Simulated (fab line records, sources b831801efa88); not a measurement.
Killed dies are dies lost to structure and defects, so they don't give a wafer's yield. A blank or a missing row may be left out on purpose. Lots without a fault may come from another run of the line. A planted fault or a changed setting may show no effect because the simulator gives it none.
fab line records | flow gf180mcu
record lots=5 wafers=15 last_day=34
route steps=602 shown M1@333 V1@335 M2@362
lots that met no fault: from a run of the same line without faults
start_h: hours from the record's first day to the start of the lot's first wafer shown | wait_h: hours since the lot's step before | " the same as in the row above | L1.1+2: a row that stands for several wafers | - no value, or no start given | * or withheld: withheld | < > ~ a bound
route shown NAME@n: a module of which the file shows steps, and the number in the route of the first | usual: mean/standard deviation of fault-free wafers | same: alike in all rows | chamber/n: place in a boat | sites: the reading at each site | _std_site: their standard deviation | _edge_site: outer sites' mean less inner sites' | radius_mm: how far each site lies from the wafer's centre | mask NAME#n: copy n | behind: the tool/chamber that last shaped the wafer | hold: why the lot was held/for how many hours/how that ended | device: the transistor (n, p or np) that didn't switch | end of line: the same wafers' tests at the end of the route | a step without rows: its recipe alone | killed: dies lost to structure and defects at the first sort, not the wafer's yield | map: a wafer's dies, x killed, . not, _ none there
set.NAME: the setting as run; set.NAME@STEP: as run at that earlier step | model.NAME: the simulator's own value behind a step, which no gauge read
lots at some steps of the route; a table a step, a row a wafer
services: from which hour (start_h, from the record's first day; less than 0 if before it) a tool's chamber was out of use, for how many hours, and why
## steps
# step GF_M1_STRIP_18
# recipe chemistry=post_etch_residue_remover time_s=1200 temp_c=72.5
# usual bath_heat_duty_pct=14.5/0.96
# columns lot.wafer tool chamber start_h wait_h bath_heat_duty_pct
L075.3 wet_bench-01 1 390.14 0.0 13.1
L075.4 " 1 " " 13.2
L075.6 " 1 " " 14.0
L085.4 wet_bench-01 0 491.03 0.0 14.7
L085.5 " 0 " " 13.9
L085.6 " 0 " " 13.4
L087.1 wet_bench-02 0 509.04 0.1 14.1
L087.2 " 0 " " 14.0
L087.4 " 0 " " 13.6
L088.2 wet_bench-04 2 521.14 0.1 14.9
L088.3 " 2 " " 14.7
L088.5 " 2 " " 15.4
L097.2 wet_bench-01 0 583.48 0.1 14.7
L097.3 " 0 " " 15.1
L097.5 " 0 " " 14.1
# step GF_M1_CLEAN_19
# recipe chemistry=DIW dry=n2_spin
# columns lot.wafer tool chamber start_h wait_h
L075.3+4+6 wet_bench-04 1 390.48 0.0
L085.4+5+6 wet_bench-02 3 491.38 0.0
L087.1+2+4 wet_bench-01 2 509.38 0.0
L088.2+3+5 wet_bench-01 0 521.48 0.0
L097.2+3+5 wet_bench-04 2 583.83 0.0
# step GF_V1_CVD_00
# recipe material=SiO2 target_thk_nm=600 sigma_open_frac=0.3 temp_c=400 time_s=100 sih4_flow_sccm=60 pressure_mtorr=6
# usual sih4_flow_sccm=60.01/0.18 susceptor_temp_C=400.01/0.22
# columns lot.wafer tool chamber start_h wait_h sih4_flow_sccm susceptor_temp_C
L075.3 hdpcvd-02 1 390.58 0.0 59.94 400.41
L075.4 " 0 " " 59.65 400.19
L075.6 " 2 " " 60.05 399.83
L085.4 hdpcvd-02 2 491.50 0.0 59.94 399.55
L085.5 " 0 " " 60.10 399.78
L085.6 " 1 " " 60.00 400.19
L087.1 hdpcvd-02 2 509.47 0.0 59.71 399.57
L087.2 " 0 " " 60.31 399.66
L087.4 " 1 " " 59.95 399.78
L088.2 hdpcvd-02 0 521.58 0.0 60.11 400.24
L088.3 " 1 " " 59.99 399.84
L088.5 " 2 " " 60.04 399.91
L097.2 hdpcvd-01 0 583.92 0.0 59.57 400.09
L097.3 " 2 " " 59.97 399.79
L097.5 " 2 " " 60.01 399.83
# step GF_V1_THK_MEAS_01
# recipe reads=SiO2_of_V1_CVD_00
# usual V1_CVD_00_THK=596/7
# columns lot.wafer tool chamber start_h wait_h V1_CVD_00_THK[nm]
L075.3 film_metro-03 - 390.67 0.1 596
L075.4 " - " " 602
L075.6 " - " " 591
L085.4 film_metro-04 - 491.57 0.0 600
L085.5 " - " " 602
L085.6 " - " " 601
L087.1 film_metro-04 - 509.54 0.0 593
L087.2 " - " " 594
L087.4 " - " " 588
L088.2 film_metro-02 - 521.66 0.0 600
L088.3 " - " " 588
L088.5 " - " " 596
L097.2 film_metro-03 - 584.00 0.0 598
L097.3 " - " " 594
L097.5 " - " " 595
# step GF_V1_CVD_02
# recipe material=SiO2 target_thk_nm=850 precursor=TEOS temp_c=400 time_s=94.851 rf_w=600
# usual heater_power_w=671/100 susceptor_temp_C=400.02/0.21
# columns lot.wafer tool chamber start_h wait_h heater_power_w susceptor_temp_C
L075.3 pecvd-01 0 390.71 0.0 704 400.06
L075.4 " 1 " " 840 399.79
L075.6 " 0 " " 742 400.27
L085.4 pecvd-04 1 491.64 0.1 660 400.18
L085.5 " 2 " " 463 399.85
L085.6 " 0 " " 734 400.07
L087.1 pecvd-02 2 509.60 0.1 538 399.86
L087.2 " 1 " " 766 399.80
L087.4 " 1 " " 821 399.80
L088.2 pecvd-04 2 521.71 0.0 551 399.72
L088.3 " 0 " " 649 400.15
L088.5 " 0 " " 697 399.64
L097.2 pecvd-02 2 584.05 0.0 638 400.38
L097.3 " 0 " " 596 400.12
L097.5 " 2 " " 505 400.28
# step GF_V1_THK_MEAS_03
# recipe reads=SiO2_of_V1_CVD_02
# usual V1_CVD_02_THK=851/12
# columns lot.wafer tool chamber start_h wait_h V1_CVD_02_THK[nm]
L075.3 film_metro-02 - 390.80 0.1 847
L075.4 " - " " 871
L075.6 " - " " 854
L085.4 film_metro-02 - 491.70 0.0 840
L085.5 " - " " 842
L085.6 " - " " 869
L087.1 film_metro-03 - 509.67 0.0 854
L087.2 " - " " 837
L087.4 " - " " 855
L088.2 film_metro-04 - 521.79 0.0 823
L088.3 " - " " 850
L088.5 " - " " 863
L097.2 film_metro-04 - 584.13 0.0 858
L097.3 " - " " 860
L097.5 " - " " 864
# step GF_V1_CMP_04
# recipe material=SiO2 down_force_psi=4 platen_rpm=60 pad_velocity_m_s=0.94248
# usual head_pressure_psi=4.000/0.0093 motor_current_A=11.8/0.94 slurry_filter_dp_kPa=13.51/0.13 slurry_flow_ml_min=150.1/0.42 time_to_endpoint_s=81/5.2
# columns lot.wafer tool chamber start_h wait_h head_pressure_psi motor_current_A slurry_filter_dp_kPa slurry_flow_ml_min time_to_endpoint_s
L075.3 cmp-02 0 390.89 0.1 4.008 13.1 13.60 149.8 79
L075.4 " 1 " " 4.006 12.0 13.66 150.0 92
L075.6 " 3 " " 3.991 12.3 13.53 149.0 85
L085.4 cmp-01 2 491.78 0.1 3.986 10.0 13.56 150.0 82
L085.6 " 1 " " 3.986 10.8 13.41 149.7 93
L085.5 " 2 " " 3.998 9.9 13.47 150.2 82
L087.4 cmp-02 0 509.78 0.1 3.995 12.2 13.37 149.9 79
L087.1 " 1 " " 4.005 12.1 13.49 150.3 83
L087.2 " 2 " " 4.018 11.2 13.57 149.2 73
L088.3 cmp-02 0 521.94 0.1 3.994 13.8 13.40 150.2 73
L088.2 " 1 " " 4.007 11.6 13.49 149.9 66
L088.5 " 3 " " 3.995 11.8 13.43 150.1 83
L097.2 cmp-02 0 584.23 0.1 4.016 13.0 13.32 150.1 78
L097.3 " 1 " " 3.990 11.7 13.45 150.3 83
L097.5 " 3 " " 4.004 11.1 13.42 150.0 87
# step GF_V1_BOW_MEAS_05
# recipe mode=bow
# usual V1_BOW=84/8
# columns lot.wafer tool chamber start_h wait_h V1_BOW[um]
L075.3 film_metro-03 - 391.18 0.2 74
L075.4 " - " " 71
L075.6 " - " " 77
L085.4 film_metro-03 - 492.09 0.3 89
L085.5 " - " " 90
L085.6 " - " " 101
L087.1 film_metro-03 - 510.03 0.1 78
L087.2 " - " " 62
L087.4 " - " " 79
L088.2 film_metro-02 - 522.16 0.1 87
L088.3 " - " " 76
L088.5 " - " " 86
L097.2 film_metro-02 - 584.50 0.2 79
L097.3 " - " " 67
L097.5 " - " " 74
# step GF_V1_DEHYDRATE_06
# recipe temp_c=200 time_s=60
# columns lot.wafer tool chamber start_h wait_h
L075.3+4+6 litho_track-04 0 401.70 10.5
L085.4+5+6 litho_track-03 0 502.87 10.8
L087.1+2+4 litho_track-02 0 521.10 11.0
L088.2+3+5 litho_track-04 0 533.23 11.0
L097.2+3+5 litho_track-03 0 594.37 9.9
# step GF_V1_HMDS_07
# recipe prime_time_s=60 prime_temp_c=120
# columns lot.wafer tool chamber start_h wait_h
L075.3+4+6 litho_track-04 0 401.85 0.1
L085.4+5+6 litho_track-03 0 503.02 0.1
L087.1+2+4 litho_track-02 0 521.25 0.1
L088.2+3+5 litho_track-04 0 533.38 0.1
L097.2+3+5 litho_track-03 0 594.52 0.1
# step GF_V1_COAT_08
# recipe resist=BARC temp_c=withheld time_s=withheld spin_rpm=withheld resist_thk_nm=withheld
# columns lot.wafer tool chamber start_h wait_h
L075.3+4+6 litho_track-04 0 402.00 0.1
L085.4+5+6 litho_track-03 0 503.17 0.1
L087.1+2+4 litho_track-02 0 521.40 0.1
L088.2+3+5 litho_track-04 0 533.53 0.1
L097.2+3+5 litho_track-03 0 594.67 0.1
# step GF_V1_COAT_09
# recipe resist=KrF spin_rpm=withheld resist_thk_nm=1000
# columns lot.wafer tool chamber start_h wait_h
L075.3+4+6 litho_track-04 0 - -
L085.4+5+6 litho_track-03 0 - -
L087.1+2+4 litho_track-02 0 - -
L088.2+3+5 litho_track-04 0 - -
L097.2+3+5 litho_track-03 0 - -
# step GF_V1_SOFTBAKE_10
# recipe temp_c=130 time_s=60 resist=KrF
# columns lot.wafer tool chamber start_h wait_h
L075.3+4+6 litho_track-04 0 - -
L085.4+5+6 litho_track-03 0 - -
L087.1+2+4 litho_track-02 0 - -
L088.2+3+5 litho_track-04 0 - -
L097.2+3+5 litho_track-03 0 - -
# step GF_V1_EXPOSE_11
# recipe mask_id=Via1 target_cd_nm=260 na=0.68 source_shape=conventional sigma_outer=0.6 dose_mj=38
# columns lot.wafer tool chamber start_h wait_h mask
L075.3+4+6 krf_scanner-02 0 - - Via1#0
L085.4+5+6 krf_scanner-02 0 - - Via1#0
L087.1+2+4 krf_scanner-02 0 - - Via1#0
L088.2+3+5 krf_scanner-01 0 - - Via1#0
L097.2+3+5 krf_scanner-02 0 - - Via1#0
# step GF_V1_PEB_12
# recipe peb_temp_c=135 peb_time_s=90 resist=KrF
# columns lot.wafer tool chamber start_h wait_h
L075.3+4+6 litho_track-02 0 - -
L085.4+5+6 litho_track-03 0 - -
L087.1+2+4 litho_track-02 0 - -
L088.2+3+5 litho_track-04 0 - -
L097.2+3+5 litho_track-02 0 - -
# step GF_V1_DEVELOP_13
# recipe develop_time_s=60 resist=KrF dev_temp_c=21
# columns lot.wafer tool chamber start_h wait_h
L075.3+4+6 litho_track-02 0 413.15 0.1
L085.4+5+6 litho_track-03 0 514.27 0.1
L087.1+2+4 litho_track-02 0 533.25 0.2
L088.2+3+5 litho_track-04 0 545.18 0.2
L097.2+3+5 litho_track-02 0 604.83 0.2
# step GF_V1_CD_MEAS_14
# recipe target_cd_nm=260
# usual cd_nm=259.7/1.1
# columns lot.wafer tool chamber start_h wait_h cd_nm
L075.3 cd_sem-01 - 413.36 0.2 257.6
L075.4 " - " " 259.3
L075.6 " - " " 258.4
L085.4 cd_sem-02 - 514.41 0.1 260.2
L085.5 " - " " 259.5
L085.6 " - " " 261.2
L087.1 cd_sem-02 - 533.40 0.1 260.6
L087.2 " - " " 260.4
L087.4 " - " " 260.2
L088.2 cd_sem-01 - 545.32 0.1 259.5
L088.3 " - " " 260.1
L088.5 " - " " 259.6
L097.2 cd_sem-02 - 604.97 0.1 259.6
L097.3 " - " " 261.0
L097.5 " - " " 260.2
# step GF_V1_OVL_MEAS_15
# usual V1_OVL=3/5.9
# columns lot.wafer tool chamber start_h wait_h V1_OVL[nm]
L075.3 overlay-01 - 413.46 0.1 -5
L075.4 " - " " 3
L075.6 " - " " -5
L085.4 overlay-02 - 514.49 0.1 7
L085.5 " - " " 13
L085.6 " - " " 5
L087.1 overlay-02 - 533.52 0.1 3
L087.2 " - " " 9
L087.4 " - " " 12
L088.2 overlay-01 - 545.43 0.1 5
L088.3 " - " " 7
L088.5 " - " " 7
L097.2 overlay-02 - 605.08 0.1 -4
L097.3 " - " " -7
L097.5 " - " " -5
# step GF_V1_ETCH_16
# recipe chemistry=N2/H2 target_depth_a=withheld overetch_a=withheld time_s=withheld target=BARC ion_energy_ev=200 source_w=500 bias_w=100 pressure_mtorr=30 n2_flow_sccm=100 h2_flow_sccm=200
# usual drypump_motor_current_A=5.7/0.38 oes_product_au=0.854/0.0051 throttle_valve_pct=13.225/0.0094
# columns lot.wafer tool chamber start_h wait_h drypump_motor_current_A oes_product_au throttle_valve_pct
L075.3 rie_diel-03 2 413.48 0.0 5.6 0.857 13.249
L075.4 " 0 " " 6.1 0.850 13.220
L075.6 " 0 " " 6.1 0.863 13.216
L085.4 rie_diel-03 2 514.53 0.0 5.6 0.866 13.235
L085.5 " 3 " " 6.1 0.844 13.228
L085.6 " 1 " " 5.4 0.852 13.233
L087.1 rie_diel-01 1 533.56 0.0 5.0 0.851 13.225
L087.2 " 0 " " 5.8 0.861 13.223
L087.4 " 2 " " 6.2 0.847 13.228
L088.2 rie_diel-03 3 545.46 0.0 6.1 0.845 13.224
L088.3 " 2 " " 5.6 0.854 13.231
L088.5 " 1 " " 5.3 0.853 13.220
L097.2 rie_diel-01 0 605.11 0.0 5.8 0.852 13.228
L097.3 " 2 " " 6.2 0.856 13.229
L097.5 " 3 " " 5.6 0.854 13.231
# step GF_V1_ETCH_17
# recipe chemistry=C4F8/O2/Ar mask_material=KrF target=SiO2 stop_on=TiN source_w=1500 bias_w=1200 pressure_mtorr=40 c4f8_flow_sccm=withheld O2_flow_sccm=6 Ar_flow_sccm=300 time_s=withheld target_depth_a=6300
# usual oes_product_au=0.855/0.0045
# columns lot.wafer tool chamber start_h wait_h oes_product_au
L075.3 rie_diel-03 2 - - 0.860
L075.4 " 0 " " 0.854
L075.6 " 0 " " 0.848
L085.4 rie_diel-03 2 - - 0.856
L085.5 " 3 " " 0.858
L085.6 " 1 " " 0.849
L087.1 rie_diel-01 1 - - 0.855
L087.2 " 0 " " 0.857
L087.4 " 2 " " 0.851
L088.2 rie_diel-03 3 - - 0.860
L088.3 " 2 " " 0.854
L088.5 " 1 " " 0.857
L097.2 rie_diel-01 0 - - 0.859
L097.3 " 2 " " 0.859
L097.5 " 3 " " 0.860
# step GF_V1_STRIP_18
# recipe chemistry=O2/N2 power_w=1400 pressure_mtorr=1555 platen_temp_c=250 o2_flow_sccm=3000 n2_flow_sccm=300 overash_fraction=0.5
# usual drypump_motor_current_A=5.8/0.35 heater_power_w=325/24 oes_product_au=0.593/0.0046
# columns lot.wafer tool chamber start_h wait_h drypump_motor_current_A heater_power_w oes_product_au rf_hours_counter_h
L075.3 plasma_asher-02 0 413.64 - 5.4 295 0.589 -
L075.4 " 1 " " 5.2 317 0.590 -
L075.6 " 0 " " 5.4 296 0.588 -
L085.4 plasma_asher-01 1 514.67 - 5.8 363 0.582 -
L085.5 " 0 " " 5.7 311 0.601 -
L085.6 " 1 " " 5.8 352 0.591 -
L087.1 plasma_asher-04 0 533.69 - 6.2 327 0.598 9
L087.2 " 1 " " 6.2 320 0.587 9
L087.4 " 0 " " 6.3 331 0.589 -
L088.2 plasma_asher-01 1 545.59 - 5.8 362 0.593 76
L088.3 " 1 " " 5.7 367 0.603 -
L088.5 " 0 " " 5.8 310 0.596 -
L097.2 plasma_asher-01 0 605.24 - 5.7 307 0.590 83
L097.3 " 1 " " 5.7 368 0.595 -
L097.5 " 1 " " 5.8 363 0.592 -
# step GF_V1_STRIP_19
# recipe chemistry=post_etch_residue_remover time_s=1200 temp_c=72.5
# usual bath_heat_duty_pct=14.6/1.4
# columns lot.wafer tool chamber start_h wait_h bath_heat_duty_pct
L075.3 wet_bench-03 2 413.71 0.0 18.2
L075.4 " 2 " " 14.1
L075.6 " 2 " " 15.1
L085.4 wet_bench-02 1 514.73 0.0 14.5
L085.5 " 1 " " 12.9
L085.6 " 1 " " 13.8
L087.1 wet_bench-03 2 533.79 0.1 15.8
L087.2 " 2 " " 15.1
L087.4 " 2 " " 15.8
L088.2 wet_bench-03 3 545.69 0.1 11.8
L088.3 " 3 " " 12.4
L088.5 " 3 " " 11.5
L097.2 wet_bench-04 0 605.34 0.1 16.6
L097.3 " 0 " " 16.4
L097.5 " 0 " " 15.9
# step GF_V1_CLEAN_20
# recipe chemistry=DIW dry=n2_spin
# columns lot.wafer tool chamber start_h wait_h
L075.3+4+6 wet_bench-02 2 414.05 0.0
L085.4+5+6 wet_bench-04 3 515.11 0.0
L087.1+2+4 wet_bench-02 1 534.16 0.0
L088.2+3+5 wet_bench-02 1 546.03 0.0
L097.2+3+5 wet_bench-02 2 605.68 0.0
# step GF_V1_SPUTTER_21
# recipe material=Ti target_thk_nm=15 chamber_pressure_pa=5 power_w=2500 substrate_temp_c=200 time_s=80.02
# usual throttle_valve_pct=29.6/1.3
# columns lot.wafer tool chamber start_h wait_h throttle_valve_pct
L075.3 pvd_sputter-01 - 414.15 0.0 29.1
L075.4 " - " " 31.8
L075.6 " - " " 28.4
L085.4 pvd_sputter-04 - 515.23 0.0 29.2
L085.5 " - " " 30.6
L085.6 " - " " 31.3
L087.1 pvd_sputter-03 - 534.25 0.0 30.8
L087.2 " - " " 29.1
L087.4 " - " " 28.9
L088.2 pvd_sputter-01 - 546.12 0.0 29.0
L088.3 " - " " 31.5
L088.5 " - " " 28.4
L097.2 pvd_sputter-04 - 605.77 0.0 29.2
L097.3 " - " " 29.5
L097.5 " - " " 29.1
# step GF_V1_SPUTTER_22
# recipe material=TiN target_thk_nm=10 chamber_pressure_pa=5 power_w=4000 time_s=40
# usual throttle_valve_pct=29.6/1.3
# columns lot.wafer tool chamber start_h wait_h throttle_valve_pct
L075.3 pvd_sputter-01 - 414.21 0.0 29.3
L075.4 " - " " 31.2
L075.6 " - " " 28.4
L085.4 pvd_sputter-04 - 515.28 0.0 29.2
L085.5 " - " " 30.8
L085.6 " - " " 31.5
L087.1 pvd_sputter-03 - 534.31 0.0 30.7
L087.2 " - " " 28.9
L087.4 " - " " 28.8
L088.2 pvd_sputter-01 - 546.18 0.0 29.1
L088.3 " - " " 31.4
L088.5 " - " " 28.6
L097.2 pvd_sputter-04 - 605.83 0.0 29.3
L097.3 " - " " 29.3
L097.5 " - " " 29.2
# step GF_V1_CVD_23
# recipe material=W target_thk_nm=350 time_s=105.05 temp_c=400 pressure_torr=40
# usual heater_power_w=951/93 susceptor_temp_C=399.99/0.2
# columns lot.wafer tool chamber start_h wait_h heater_power_w susceptor_temp_C
L075.3 cvd_w-01 1 414.29 0.1 801 400.26
L075.4 " 0 " " 998 400.40
L075.6 " 0 " " 998 399.93
L085.4 cvd_w-01 0 515.34 0.0 986 400.17
L085.5 " 1 " " 781 399.60
L085.6 " 0 " " 1008 400.01
L087.1 cvd_w-01 1 534.35 0.0 786 400.10
L087.2 " 0 " " 980 399.77
L087.4 " 0 " " 1005 399.87
L088.2 cvd_w-01 0 546.22 0.0 990 400.01
L088.3 " 1 " " 789 399.66
L088.5 " 0 " " 1004 400.37
L097.2 cvd_w-02 0 605.87 0.0 989 399.81
L097.3 " 1 " " 1047 399.86
L097.5 " 1 " " 1065 400.00
# step GF_V1_RS_MEAS_24
# recipe thk_meas_gauge=four-point-probe reads=W_of_V1_CVD_23+TiN_of_V1_SPUTTER_22+Ti_of_V1_SPUTTER_21
# usual V1_W_RS=0.327/0.003
# columns lot.wafer tool chamber start_h wait_h V1_W_RS[ohm/sq]
L075.3 film_metro-02 - 414.40 0.1 0.329
L075.4 " - " " 0.330
L075.6 " - " " 0.330
L085.4 film_metro-03 - 515.47 0.1 0.330
L085.5 " - " " 0.328
L085.6 " - " " 0.328
L087.1 film_metro-04 - 534.46 0.1 0.327
L087.2 " - " " 0.325
L087.4 " - " " 0.326
L088.2 film_metro-02 - 546.35 0.1 0.325
L088.3 " - " " 0.324
L088.5 " - " " 0.326
L097.2 film_metro-03 - 606.00 0.1 0.328
L097.3 " - " " 0.326
L097.5 " - " " 0.328
# step GF_V1_THK_MEAS_25
# recipe thk_meas_gauge=xrf reads=W_of_V1_CVD_23
# usual V1_W_THK=351/3.8
# columns lot.wafer tool chamber start_h wait_h V1_W_THK[nm]
L075.3 film_metro-02 - 414.50 0.1 349
L075.4 " - " " 348
L075.6 " - " " 349
L085.4 film_metro-03 - 515.56 0.1 351
L085.5 " - " " 350
L085.6 " - " " 353
L087.1 film_metro-04 - 534.58 0.1 352
L087.2 " - " " 356
L087.4 " - " " 353
L088.2 film_metro-02 - 546.46 0.1 351
L088.3 " - " " 351
L088.5 " - " " 349
L097.2 film_metro-03 - 606.11 0.1 347
L097.3 " - " " 351
L097.5 " - " " 351
# step GF_V1_CMP_26
# recipe stop_on=SiO2 down_force_psi=3.5 platen_rpm=60 t_overpolish_s=15 target_thk_nm=0 pad_velocity_m_s=0.94248
# usual head_pressure_psi=3.501/0.0074 motor_current_A=10.7/0.98 overpolish_run_s=15.001/0.01 slurry_filter_dp_kPa=13.50/0.11 slurry_flow_ml_min=150.1/0.43 time_to_endpoint_s=85/3.3
# columns lot.wafer tool chamber start_h wait_h head_pressure_psi motor_current_A overpolish_run_s slurry_filter_dp_kPa slurry_flow_ml_min time_to_endpoint_s
L075.4 cmp-02 2 414.54 0.0 3.493 10.7 14.992 13.59 149.4 82
L075.3 " 1 " " 3.507 11.0 14.997 13.57 149.9 87
L075.6 " 3 " " 3.514 10.9 15.024 13.39 150.7 85
L085.4 cmp-02 3 515.74 0.2 3.500 10.7 15.011 13.48 149.9 85
L085.5 " 0 " " 3.500 12.1 14.999 13.59 149.9 83
L085.6 " 1 " " 3.502 10.4 14.989 13.49 150.0 85
L087.1 cmp-01 1 534.64 0.1 3.492 9.8 14.998 13.55 149.6 86
L087.4 " 2 " " 3.505 9.7 15.016 13.52 149.5 90
L087.2 " 3 " " 3.510 12.4 15.015 13.50 149.8 92
L088.3 cmp-01 1 546.51 0.0 3.514 10.0 14.997 13.45 150.1 86
L088.2 " 0 " " 3.518 11.4 15.004 13.45 150.8 81
L088.5 " 1 " " 3.497 10.2 15.016 13.60 149.9 83
L097.3 cmp-01 2 606.21 0.1 3.502 9.1 15.001 13.76 150.6 82
L097.2 " 3 " " 3.500 12.3 15.008 13.56 149.9 84
L097.5 " 2 " " 3.490 9.4 15.009 13.44 149.6 83
# step GF_M2_SPUTTER_00
# recipe material=Ti target_thk_nm=37.5 arriving_ion_energy_ev=80 substrate_temp_c=200 chamber_pressure_pa=2 power_w=4000 time_s=150
# usual throttle_valve_pct=30.0/1.1
# columns lot.wafer tool chamber start_h wait_h throttle_valve_pct
L075.3 pvd_sputter-02 - 414.84 0.1 29.2
L075.4 " - " " 31.3
L075.6 " - " " 30.9
L085.4 pvd_sputter-01 - 515.89 0.1 31.4
L085.5 " - " " 28.3
L085.6 " - " " 31.5
L087.1 pvd_sputter-02 - 534.94 0.2 29.1
L087.2 " - " " 31.5
L087.4 " - " " 31.2
L088.2 pvd_sputter-04 - 546.81 0.1 31.1
L088.3 " - " " 29.3
L088.5 " - " " 30.4
L097.2 pvd_sputter-01 - 606.46 0.1 28.7
L097.3 " - " " 28.9
L097.5 " - " " 28.5
# step GF_M2_SPUTTER_01
# recipe material=TiN target_thk_nm=30 power_w=6500 time_s=25 chamber_pressure_pa=0.4
# usual throttle_valve_pct=30.0/1.1
# columns lot.wafer tool chamber start_h wait_h throttle_valve_pct
L075.3 pvd_sputter-02 - 414.94 0.1 29.3
L075.4 " - " " 31.5
L075.6 " - " " 30.9
L085.4 pvd_sputter-01 - 515.99 0.1 31.2
L085.5 " - " " 28.5
L085.6 " - " " 31.5
L087.1 pvd_sputter-02 - 535.04 0.1 29.3
L087.2 " - " " 31.3
L087.4 " - " " 31.2
L088.2 pvd_sputter-04 - 546.91 0.1 31.1
L088.3 " - " " 29.3
L088.5 " - " " 30.5
L097.2 pvd_sputter-01 - 606.56 0.1 28.3
L097.3 " - " " 29.2
L097.5 " - " " 28.4
# step GF_M2_SPUTTER_02
# recipe material=AlCu target_thk_nm=450 power_w=10600 time_s=23.9 chamber_pressure_pa=0.4
# usual throttle_valve_pct=30.0/1.1
# columns lot.wafer tool chamber start_h wait_h throttle_valve_pct
L075.3 pvd_sputter-02 - 414.97 0.0 29.4
L075.4 " - " " 31.1
L075.6 " - " " 30.6
L085.4 pvd_sputter-01 - 516.02 0.0 31.6
L085.5 " - " " 28.5
L085.6 " - " " 31.2
L087.1 pvd_sputter-02 - 535.07 0.0 29.3
L087.2 " - " " 31.4
L087.4 " - " " 31.1
L088.2 pvd_sputter-04 - 546.94 0.0 31.3
L088.3 " - " " 29.1
L088.5 " - " " 30.5
L097.2 pvd_sputter-01 - 606.59 0.0 28.5
L097.3 " - " " 29.1
L097.5 " - " " 28.2
# step GF_M2_SPUTTER_03
# recipe material=Ti target_thk_nm=10 substrate_temp_c=300 chamber_pressure_pa=0.3 power_w=3000 time_s=6.7
# usual throttle_valve_pct=30.1/1.1
# columns lot.wafer tool chamber start_h wait_h throttle_valve_pct
L075.3 pvd_sputter-02 - 415.00 0.0 29.4
L075.4 " - " " 31.3
L075.6 " - " " 30.5
L085.4 pvd_sputter-01 - 516.05 0.0 31.4
L085.5 " - " " 28.7
L085.6 " - " " 31.3
L087.1 pvd_sputter-02 - 535.10 0.0 29.6
L087.2 " - " " 31.3
L087.4 " - " " 31.2
L088.2 pvd_sputter-04 - 546.97 0.0 31.2
L088.3 " - " " 29.2
L088.5 " - " " 30.4
L097.2 pvd_sputter-01 - 606.62 0.0 28.6
L097.3 " - " " 28.9
L097.5 " - " " 28.4
# step GF_M2_SPUTTER_04
# recipe material=TiN target_thk_nm=50 power_w=6500 time_s=41.7 chamber_pressure_pa=0.4
# usual throttle_valve_pct=30.0/1.1
# columns lot.wafer tool chamber start_h wait_h throttle_valve_pct
L075.3 pvd_sputter-02 - 415.02 0.0 29.3
L075.4 " - " " 31.4
L075.6 " - " " 30.8
L085.4 pvd_sputter-01 - 516.07 0.0 31.4
L085.5 " - " " 28.6
L085.6 " - " " 31.3
L087.1 pvd_sputter-02 - 535.13 0.0 29.2
L087.2 " - " " 31.3
L087.4 " - " " 31.3
L088.2 pvd_sputter-04 - 546.99 0.0 31.3
L088.3 " - " " 29.0
L088.5 " - " " 30.5
L097.2 pvd_sputter-01 - 606.64 0.0 28.4
L097.3 " - " " 29.2
L097.5 " - " " 28.3
# step GF_M2_RS_MEAS_05
# recipe thk_meas_gauge=four-point-probe reads=TiN_of_M2_SPUTTER_04+Ti_of_M2_SPUTTER_03+AlCu_of_M2_SPUTTER_02+TiN_of_M2_SPUTTER_01+Ti_of_M2_SPUTTER_00
# usual M2_ALCU_RS=0.0694/0.00077
# columns lot.wafer tool chamber start_h wait_h M2_ALCU_RS[ohm/sq]
L075.3 film_metro-01 - 415.10 0.1 0.0689
L075.4 " - " " 0.0702
L075.6 " - " " 0.0697
L085.4 film_metro-03 - 516.17 0.1 0.0694
L085.5 " - " " 0.0691
L085.6 " - " " 0.0691
L087.1 film_metro-03 - 535.16 0.0 0.0677
L087.2 " - " " 0.0698
L087.4 " - " " 0.0677
L088.2 film_metro-02 - 547.05 0.0 0.0710
L088.3 " - " " 0.0707
L088.5 " - " " 0.0703
L097.2 film_metro-03 - 606.70 0.0 0.0685
L097.3 " - " " 0.0692
L097.5 " - " " 0.0699
# step GF_M2_THK_MEAS_06
# recipe thk_meas_gauge=xrf reads=AlCu_of_M2_SPUTTER_02
# usual M2_ALCU_THK=448/5.1
# columns lot.wafer tool chamber start_h wait_h M2_ALCU_THK[nm]
L075.3 film_metro-01 - 415.20 0.1 450
L075.4 " - " " 442
L075.6 " - " " 447
L085.4 film_metro-03 - 516.26 0.1 448
L085.5 " - " " 452
L085.6 " - " " 450
L087.1 film_metro-03 - 535.28 0.1 457
L087.2 " - " " 444
L087.4 " - " " 459
L088.2 film_metro-02 - 547.16 0.1 437
L088.3 " - " " 439
L088.5 " - " " 445
L097.2 film_metro-03 - 606.81 0.1 454
L097.3 " - " " 446
L097.5 " - " " 446
# step GF_M2_DEHYDRATE_07
# recipe temp_c=200 time_s=60
# columns lot.wafer tool chamber start_h wait_h
L075.3+4+6 litho_track-04 0 426.95 11.7
L085.4+5+6 litho_track-04 0 526.98 10.7
L087.1+2+4 litho_track-02 0 546.25 11.0
L088.2+3+5 litho_track-02 0 557.18 10.0
L097.2+3+5 litho_track-01 0 616.50 9.7
# step GF_M2_HMDS_08
# recipe prime_time_s=60 prime_temp_c=120
# columns lot.wafer tool chamber start_h wait_h
L075.3+4+6 litho_track-04 0 427.10 0.1
L085.4+5+6 litho_track-04 0 527.13 0.1
L087.1+2+4 litho_track-02 0 546.40 0.1
L088.2+3+5 litho_track-02 0 557.33 0.1
L097.2+3+5 litho_track-01 0 616.65 0.1
# step GF_M2_COAT_09
# recipe resist=KrF spin_rpm=withheld resist_thk_nm=1000
# columns lot.wafer tool chamber start_h wait_h
L075.3+4+6 litho_track-04 0 427.25 0.1
L085.4+5+6 litho_track-04 0 527.28 0.1
L087.1+2+4 litho_track-02 0 546.55 0.1
L088.2+3+5 litho_track-02 0 557.48 0.1
L097.2+3+5 litho_track-01 0 616.80 0.1
## services
# columns tool chamber start_h hours kind
pvd_sputter-01 - 378.06 2.6 repair
krf_scanner-02 - 381.78 0.4 repair
cmp-02 - 386.74 2.2 repair
cvd_w-01 - 390.00 14.0 pm
cmp-01 - 406.50 4.0 pm
pvd_sputter-04 - 406.74 17.9 repair
wet_bench-01 - 412.72 1.1 repair
pvd_sputter-01 - 414.42 2.7 repair
wet_bench-01 - 416.58 18.0 repair
rie_diel-03 3 419.49 11.9 repair
krf_scanner-02 - 426.55 1.3 pm
cmp-02 - 446.01 3.3 repair
rie_diel-03 - 479.25 14.6 pm
wet_bench-02 - 479.93 1.9 pm
pvd_sputter-04 - 480.66 2.1 repair
pvd_sputter-04 - 483.31 7.4 repair
cmp-02 - 485.46 2.9 repair
wet_bench-01 - 488.78 2.0 repair
rie_diel-03 0 502.29 13.0 repair
cmp-02 - 516.12 5.5 pm
pvd_sputter-04 - 517.86 4.6 repair
pvd_sputter-04 - 525.73 5.1 repair
cmp-02 - 570.29 7.0 pm
cmp-02 - 577.28 4.0 pm
## key
fault none
